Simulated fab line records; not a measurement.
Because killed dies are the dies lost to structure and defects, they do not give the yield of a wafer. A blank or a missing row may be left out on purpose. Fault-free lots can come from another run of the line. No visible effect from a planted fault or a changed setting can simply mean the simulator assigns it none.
A struck lot beside a sound one || flow sky130 || 15 out of 708 route steps
Sound: these wafers, L155.2, L155.3, L155.4. Wafers struck: L158.1, L158.3, L158.5. The cause comes at the end.
Per side, at each step with rows, come the tool, then ch with its chambers, and then its first start. Under that, the readings that differ: sound wafers || struck wafers || difference of the means || sigmas: that difference in standard deviations of wafers without a fault.
alike: a reading whose means differ by less than 2 such deviations, as well as words and numbers matching on both sides. not compared: withheld readings; readings where some wafer has no value; bounds like >300 that might hide an equal value; numbers whose values overlap and for which the record gives no deviation.
A row with sigmas, a row that says differs or no value, or rows on one side alone: a step with any of these is where the two part. Non-overlapping numbers with no deviation appear without sigmas and do not part them. A reading that every wafer of one side lacks parts them only if that side has two wafers or more.

first, 3 steps without rows for these wafers: SKY_SONOS_TUNNEL_EXPOSE_04 (exposes mask TUNM, target cd 410 nm); SKY_SONOS_TUNNEL_PEB_05; SKY_SONOS_TUNNEL_DEVELOP_06 (develop time 58.7 s).
SKY_SONOS_TUNNEL_CD_MEAS_07 targets a cd of 410 nm.
  sound on cd_sem-02, day 13 08:18; struck on cd_sem-02, day 13 23:44
  alike: cd_nm
SKY_SONOS_TUNNEL_OVL_MEAS_08:
  sound on overlay-01, day 13 08:25; struck on overlay-02, day 13 23:51
  alike: SONOS_TUNNEL_OVL
then, 3 steps without rows for these wafers: SKY_SONOS_TUNNEL_IMPLANT_09; SKY_SONOS_TUNNEL_WET_ETCH_10 (etches SiO2 in dHF, target depth 14 nm, time 280 s); SKY_SONOS_TUNNEL_STRIP_11 (strips in SPM, time 600 s).
SKY_SONOS_TUNNEL_TW_MEAS_12:
  sound on film_metro-04, day 13 08:53; struck on film_metro-04, day 14 00:19
  alike: SONOS_TUNNEL_TW
then, 2 steps without rows for these wafers: SKY_SONOS_TUNNEL_CLEAN_13 (cleans in dHF, time 20 s); SKY_SONOS_ONO_OXIDATION_00 (stabilise 600 s, purge 300 s, target thk 2.6 nm).
SKY_SONOS_ONO_THK_MEAS_01:
  sound on film_metro-03, day 13 11:34; struck on film_metro-02, day 14 02:31
  alike: SONOS_ONO_OXIDATION_THK
SKY_SONOS_ONO_CVD_02: deposits Si3N4 from DCS/NH3, target thk 10.5 nm, time 180 s.
  sound on lpcvd-02 ch 1, day 13 12:17; struck on lpcvd-02 ch 1, day 14 02:34
{"reading": "model.Si3N4_of_SONOS_ONO_CVD_02.thk_nm (nm)", "sound": "10.7 10.57 10.67", "struck": "7.665 7.643 7.739", "difference": -2.964, "sigmas": ""}
SKY_SONOS_ONO_THK_MEAS_03:
  sound on film_metro-01, day 13 13:52; struck on film_metro-03, day 14 03:51
{"reading": "SONOS_ONO_CVD_02_THK (nm)", "sound": "10.70 10.63 10.67", "struck": "7.65 7.68 7.75", "difference": -2.97, "sigmas": -25}
  not compared: hold
-- here the record skips 34 days between the struck wafers' starts before and after, leaving off in module SONOS_ONO and picking up in module PAD_OPEN (first step shown: number 708 of the route) --
SKY_PAD_OPEN_PROBE_99:
  sound on prober-02, day 47 13:26; struck on prober-02, day 47 22:28
{"reading": "killed_dies", "sound": "103 97 91", "struck": "80 75 74", "difference": -21, "sigmas": -2}
{"reading": "model.etest.sonos_uncharged.r_on_ohm_um", "sound": "824.8 819.5 833", "struck": "742.5 778.4 756.6", "difference": -66.6, "sigmas": ""}
{"reading": "model.etest.sonos_erased.drive_ua_um", "sound": "161.3 183.4 164", "struck": "212 216.1 226.9", "difference": "+49", "sigmas": ""}
{"reading": "model.etest.cap_ono.gate_log10_a_cm2", "sound": "-8.326 -8.15 -8.166", "struck": "-5.989 -6.323 -6.292", "difference": "+2.013", "sigmas": ""}
{"reading": "model.etest.cap_ono.gate_bv_v (V)", "sound": "16.78 16.76 16.64", "struck": "15.13 14.63 15.21", "difference": -1.74, "sigmas": ""}
{"reading": "model.etest.cap_ono.tox_acc_nm (nm)", "sound": "13.18 13.06 13.1", "struck": "11.43 11.61 11.61", "difference": -1.56, "sigmas": ""}
{"reading": "model.etest.sonos_programmed.vt_v (V)", "sound": "1.346 1.413 1.336", "struck": "1.803 1.829 1.843", "difference": "+0.460", "sigmas": ""}
{"reading": "model.etest.sonos_baked.vt_less_v (V)", "sound": "-0.4579 -0.4615 -0.4073", "struck": "-0.765 -0.8213 -0.7778", "difference": -0.346, "sigmas": ""}
{"reading": "model.etest.sonos_erased.vt_v (V)", "sound": "-2.117 -2.179 -2.165", "struck": "-2.47 -2.49 -2.495", "difference": -0.33, "sigmas": ""}
  alike: killed_at_M0_to_M3, killed_at_M4_up, killed_at_contacts, killed_at_front_end, killed_at_other, killed_open, killed_short

== WHERE THEY PART ==
First at SKY_SONOS_ONO_THK_MEAS_03; last, within this record, at SKY_PAD_OPEN_PROBE_99.

WHY: what had been put in by the simulator
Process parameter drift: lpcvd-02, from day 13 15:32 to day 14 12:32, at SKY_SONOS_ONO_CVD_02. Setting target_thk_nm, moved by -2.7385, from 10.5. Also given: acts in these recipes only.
